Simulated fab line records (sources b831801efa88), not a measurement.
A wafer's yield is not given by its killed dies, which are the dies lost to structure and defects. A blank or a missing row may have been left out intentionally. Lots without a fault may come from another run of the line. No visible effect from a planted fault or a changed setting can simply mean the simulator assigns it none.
A struck lot beside a sound one -- flow sky130 -- 14 steps out of a route of 708
Sound: these wafers, L752.1, L752.4, L752.5. Wafers L765.2, L765.4, L765.6 were the ones struck. Last of all comes the cause.
For every step that has rows: the tool of each side, followed by ch and its chambers, followed by its first start. Under that, the readings that differ: sound wafers -- struck wafers -- difference of the means -- sigmas: that difference in standard deviations of wafers without a fault.
alike: readings with means less than 2 such deviations apart, plus words and numbers identical on both sides. not compared: withheld readings, readings lacking a value on some wafer, bounds such as >300 that could conceal the same value, and numbers that have no deviation in the record and whose values overlap.
Wherever a step has rows on one side only, a row that says differs or no value, or a row with sigmas, the two part there. Numbers that don't overlap but have no deviation are shown without sigmas and don't part them. A reading that every wafer of one side lacks parts them only if that side has two wafers or more.

first, 2 steps without rows for these wafers: SKY_METAL4_PEB_11; SKY_METAL4_DEVELOP_12 (develop time 60 s).
SKY_METAL4_CD_MEAS_13: the cd target is 300 nm.
  struck on cd sem-01, day 46 22:46; sound on cd sem-01, day 43 13:31
  alike: cd nm
SKY_METAL4_OVL_MEAS_14:
  struck on overlay-01, day 46 22:52; sound on overlay-02, day 43 13:38
  alike: METAL4_OVL
SKY_METAL4_DESCUM_15: chemistry O2, time 8 s.
  sound on rie metal-03 ch 0,1, day 43 13:41; struck on rie metal-02 ch 0, day 46 22:54
  alike: drypump motor current A, oes product au
  not compared: rf hours counter h
SKY_METAL4_ETCH_16: etches BARC in N2/H2, stops on SiO2, time 88.2 s, target depth 60 nm.
  sound on rie metal-03 ch 0,1, day 43 13:43; struck on rie metal-02 ch 0, day 46 22:56
  alike: drypump motor current A, h2 flow sccm, oes product au, throttle valve pct
  not compared: rf hours counter h
SKY_METAL4_ETCH_17: etches SiO2 in C4F8/O2/Ar, stops on TiN, time 3.9 s, target depth 15 nm.
  sound on rie diel-02 ch 2,3, day 43 13:49; struck on rie diel-03 ch 0,3, day 46 23:02
  alike: oes product au
  not compared: rf hours counter h
SKY_METAL4_METAL_ETCH_18: etches the open film in Cl2/BCl3, stops on SiO2, target depth 845 nm, time 183.1 s.
  sound on rie metal-02 ch 0,1, day 43 13:50; struck on rie metal-03 ch 0,1, day 46 23:02
  alike: drypump motor current A, mfc cl2 sccm, oes product au, throttle valve pct
  not compared: rf hours counter h
SKY_METAL4_STRIP_19: strips in O2/N2.
  sound on plasma asher-03 ch 0,1, day 43 14:01; struck on plasma asher-04 ch 0,1, day 46 23:13
  alike: drypump motor current A, o2 flow sccm, oes product au, strip time to endpoint s
  not compared: rf hours counter h
then, 3 steps without rows for these wafers: SKY_METAL4_STRIP_20 (strips in post etch residue remover, time 1200 s); SKY_METAL4_CLEAN_21 (cleans in IPA, time 180 s); SKY_METAL4_CLEAN_22 (cleans in O3/DIW).
SKY_VIA4_HDPCVD_00: deposits SiO2, target thk 1750 nm, time 291.7 s.
  sound on hdpcvd-01 ch 0,1,2, day 43 14:38; struck on hdpcvd-02 ch 0,1,2, day 46 23:49
reading,sound,struck,difference,sigmas
model.SiO2_of_VIA4_HDPCVD_00.thk nm (nm),1744 1757 1780,578.6 588.3 569.9,-1181.4,
SKY_VIA4_THK_MEAS_01:
  struck on film metro-02, day 47 00:14; sound on film metro-04, day 43 14:49
reading,sound,struck,difference,sigmas
VIA4_HDPCVD_THK (nm),1746 1758 1781,579 588 570,-1183,-66
  not compared: hold

WHERE THEY PART
Only at SKY_VIA4_THK_MEAS_01, within this record.

WHY: whatever the simulator had introduced
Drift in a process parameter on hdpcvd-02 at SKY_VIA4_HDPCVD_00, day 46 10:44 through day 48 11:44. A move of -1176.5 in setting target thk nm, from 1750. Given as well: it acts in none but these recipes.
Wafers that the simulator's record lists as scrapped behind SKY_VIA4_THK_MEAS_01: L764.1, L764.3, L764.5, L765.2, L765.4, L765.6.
